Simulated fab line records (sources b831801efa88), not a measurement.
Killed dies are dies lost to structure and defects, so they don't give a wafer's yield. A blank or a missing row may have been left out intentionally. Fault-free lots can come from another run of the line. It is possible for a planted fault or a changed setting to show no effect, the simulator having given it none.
A lot that was struck, set against a sound lot -- flow gf180mcu -- 33 out of 602 route steps
Sound: wafers L955.1, L955.3, L955.6. Struck: wafer L965.4. (L965.3 of the same lot was not struck and is left out.) The cause comes at the end.
Per side, at each step with rows, come the tool, then ch with its chambers, and then its first start. Under that, the readings that differ: sound wafers -- struck wafers -- difference of the means -- sigmas: that difference in standard deviations of wafers without a fault.
alike: readings with means less than 2 such deviations apart, plus words and numbers identical on both sides. not compared: withheld readings, readings lacking a value on some wafer, bounds such as >300 that could conceal the same value, and numbers that have no deviation in the record and whose values overlap.
The two part at a step that has a row with sigmas, a row that says differs or no value, or rows on one side only. Numbers that don't overlap but have no deviation are shown without sigmas and don't part them. Lack of a reading on every wafer of one side parts them only where that side has two or more wafers.

first, 1 step without rows for these wafers: GF_HV_LDD_CVD_56 (deposits Si3N4 from DCS/NH3, target thk 90 nm, time 1543 s).
GF_HV_LDD_THK_MEAS_57:
  sound on film_metro-03, day 16 04:20; struck on film_metro-03, day 19 09:15
  alike: HV_LDD_CVD_56_THK
GF_HV_LDD_ETCHBACK_58: etches Si3N4 in CH3F/O2, stops on SiO2, time 100 s, target depth 90 nm.
  sound on rie_diel-01 ch 0,2, day 16 04:24; struck on rie_diel-04 ch 1, day 19 09:17
reading,sound,struck,difference,sigmas
throttle_valve_pct (%),10.563 10.550 10.551,10.574,+0.019,+2
  alike: drypump_motor_current_A, oes_product_au
  not compared: rf_hours_counter_h
then, 7 steps without rows for these wafers: GF_NSD_DEHYDRATE_00 (time 60 s); GF_NSD_HMDS_01 (prime time 60 s); GF_NSD_COAT_02 (resist thk 1000 nm); GF_NSD_SOFTBAKE_03 (time 60 s); GF_NSD_EXPOSE_04 (exposes mask Nplus, target cd 400 nm); GF_NSD_PEB_05; GF_NSD_DEVELOP_06 (develop time 60 s).
GF_NSD_CD_MEAS_07 targets a cd of 400 nm.
  sound on cd_sem-02, day 17 01:50; struck on cd_sem-02, day 20 09:11
  alike: cd_nm
GF_NSD_OVL_MEAS_08:
  sound on overlay-02, day 17 01:58; struck on overlay-02, day 20 09:17
  alike: NSD_OVL
GF_NSD_IMPLANT_09:
  sound on implanter-02 ch 0, day 17 02:00; struck on implanter-02 ch 0, day 20 09:22
after that, 1 step had no rows for these wafers: GF_NSD_IMPLANT_10.
GF_NSD_STRIP_11: strips in O2/N2.
  sound on plasma_asher-02 ch 0,1, day 17 02:18; struck on plasma_asher-02 ch 1, day 20 09:38
reading,sound,struck,difference,sigmas
strip_time_to_endpoint_s (s),22.930 22.920 22.951,23.702,+0.768,+27
  alike: drypump_motor_current_A, heater_power_w, oes_product_au, platen_temp_c
  not compared: rf_hours_counter_h
GF_NSD_TW_MEAS_12:
  sound on film_metro-02, day 17 02:24; struck on film_metro-04, day 20 09:44
  alike: NSD_TW
then, 7 steps without rows for these wafers: GF_PSD_DEHYDRATE_00 (time 60 s); GF_PSD_HMDS_01 (prime time 60 s); GF_PSD_COAT_02 (resist thk 1000 nm); GF_PSD_SOFTBAKE_03 (time 60 s); GF_PSD_EXPOSE_04 (exposes mask Pplus, target cd 400 nm); GF_PSD_PEB_05; GF_PSD_DEVELOP_06 (develop time 60 s).
GF_PSD_CD_MEAS_07 targets a cd of 400 nm.
  sound on cd_sem-02, day 18 00:46; struck on cd_sem-01, day 21 09:23
  alike: cd_nm
GF_PSD_OVL_MEAS_08:
  sound on overlay-01, day 18 00:53; struck on overlay-01, day 21 09:29
  alike: PSD_OVL
after that, 1 step had no rows for these wafers: GF_PSD_IMPLANT_09.
GF_PSD_STRIP_10: strips in O2/N2.
  sound on plasma_asher-04 ch 0, day 18 01:04; struck on plasma_asher-04 ch 0, day 21 09:41
reading,sound,struck,difference,sigmas
oes_product_au (a.u.),0.596 0.596 0.592,0.584,-0.011,-2
  alike: drypump_motor_current_A, heater_power_w, platen_temp_c, strip_time_to_endpoint_s
  not compared: rf_hours_counter_h
GF_PSD_TW_MEAS_11:
  sound on film_metro-04, day 18 01:10; struck on film_metro-02, day 21 09:47
  alike: PSD_TW
then, 1 step without rows for these wafers: GF_PSD_CLEAN_12 (cleans in SC1/SC2, time 150 s).
GF_PSD_RTA_13: time 20 s.
  sound on rtp_anneal-02 ch 0, day 18 01:16; struck on rtp_anneal-01 ch 0, day 21 09:53
reading,sound,struck,difference,sigmas
anneal_temp_c_max,1034.1 1032.7 1032.5,1027.0,-6.1,-2
lamp_power_pct (%),34.0 33.9 34.0,34.7,+0.7,+2
  alike: wafer_temp_C_max
GF_PSD_RS_MEAS_14: measures by four-point-probe.
  sound on film_metro-01, day 18 01:26; struck on film_metro-02, day 21 10:06
reading,sound,struck,difference,sigmas
NSD_RS (ohm/sq),46.29 46.05 46.22,45.21,-0.98,-13
GF_PSD_RS_MEAS_15: measures by four-point-probe.
  sound on film_metro-01, day 18 01:34; struck on film_metro-02, day 21 10:13
reading,sound,struck,difference,sigmas
PSD_RS (ohm/sq),108.40 108.40 108.60,108.97,+0.50,+2
-- the record jumps here: 13 days lie between the struck wafers' starts before and after (it left off in module PSD and takes up again in module PASSIVATION, whose first step shown is number 602 of the route) --
GF_PASSIVATION_PROBE_99:
  sound on prober-01, day 32 02:39; struck on prober-01, day 34 07:23
reading,sound,struck,difference,sigmas
model.etest.npoly_u.line_ohm_um,392.1 384 390.3,334,-55,
model.etest.npoly_u.rs_ohm_sq,317.7 308.5 310.7,264.8,-47.5,
model.etest.contact_poly.end_ohm_um,55.56 54.49 54.55,42.43,-12.44,
model.etest.nplus_u.line_ohm_um,197.6 197.4 196.3,190.4,-6.7,
model.etest.nplus_u.rs_ohm_sq,59.43 59.19 59.5,56.98,-2.39,
model.etest.contact_nplus.end_ohm_um,12.97 12.96 12.88,12.51,-0.43,

== WHERE THEY PART ==
Last at GF_PSD_RS_MEAS_15 as far as this record goes, first at GF_HV_LDD_ETCHBACK_58.

WHY: whatever the simulator had introduced
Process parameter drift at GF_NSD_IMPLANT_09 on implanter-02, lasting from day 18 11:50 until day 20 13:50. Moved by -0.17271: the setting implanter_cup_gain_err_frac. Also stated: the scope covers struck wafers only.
